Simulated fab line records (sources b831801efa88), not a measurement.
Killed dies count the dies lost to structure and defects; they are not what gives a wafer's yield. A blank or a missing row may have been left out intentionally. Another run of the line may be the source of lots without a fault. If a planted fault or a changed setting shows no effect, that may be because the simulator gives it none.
The tool behind it: which one?    flow gf180mcu    6 lots with 17 wafers sampled at 4 steps, on a route of 602 steps

## WHAT THE GAUGES SHOWED, per wafer
GF_MIM_THK_MEAS_06.
lot   measured      on             MIM_CVD_05_THK (nm)
L881  day 24 09:01  film_metro-03  43.7 43.4 43.0
L883  day 25 06:47  film_metro-01  41.7 42.0 42.4
L889  day 27 15:12  film_metro-03  46.5 42.8 46.5 42.8
L894  day 29 03:46  film_metro-03  45.7 42.3 41.9 45.7 42.4 41.8
L898  day 30 08:08  film_metro-03  42.1 42.4 42.6
L902  day 31 08:24  film_metro-03  41.8 42.3 43.0

## WHICH TOOL RAN EACH LOT (tool, then ch and the chambers of the sampled wafers, then the start)
lot   GF_M3_SPUTTER_00              GF_V3_ETCH_16                       GF_MIM_CVD_05
L881  pvd_sputter-04, day 20 06:30  rie_diel-01 ch 0,1, day 22 06:58    pecvd-01 ch 0,1,2, day 24 08:59
L883  pvd_sputter-04, day 21 06:53  rie_diel-01 ch 2,3, day 23 06:52    pecvd-04 ch 0,2, day 25 06:44
L889  pvd_sputter-01, day 23 19:20  rie_diel-03 ch 0,1, day 25 17:15    pecvd-04 ch 0,1, day 27 15:10
L894  pvd_sputter-02, day 25 12:11  rie_diel-02 ch 0,1,3, day 27 06:42  pecvd-04 ch 0,1, day 29 03:44
L898  pvd_sputter-02, day 26 20:13  rie_diel-01 ch 2,3, day 28 13:24    pecvd-02 ch 0,1, day 30 08:06
L902  pvd_sputter-02, day 27 22:33  rie_diel-01 ch 0,1,3, day 29 14:03  pecvd-01 ch 0,1,2, day 31 08:21
- GF_M3_SPUTTER_00: material Ti, target thk 37.5 nm, time 150 s.
- GF_V3_ETCH_16: etches BARC in N2/H2.
- GF_MIM_CVD_05: deposits Si3N4, target thk 42 nm, time 29.086 s.

## THE ANSWER, worked out from the rows above alone
Rule: the lots themselves supply what counts as usual. Put in order of their means at a reading, lots are off if they are a third of the lots or fewer, leave a main group of 4 or more, and stand apart from it by a gap of 3 or more times the standard deviation of the main group's means; of several such gaps the widest counts. The tables above print the reading to a certain number of digits; a main group whose means all agree to those digits is not used. Also off: a lot with no number at a reading for which 4 or more lots have one. All remaining lots with rows at the step are treated as sound.
Across all readings shown, no lot is off: no conclusion can be drawn from this.

## WHAT THE SIMULATOR HAD PUT IN
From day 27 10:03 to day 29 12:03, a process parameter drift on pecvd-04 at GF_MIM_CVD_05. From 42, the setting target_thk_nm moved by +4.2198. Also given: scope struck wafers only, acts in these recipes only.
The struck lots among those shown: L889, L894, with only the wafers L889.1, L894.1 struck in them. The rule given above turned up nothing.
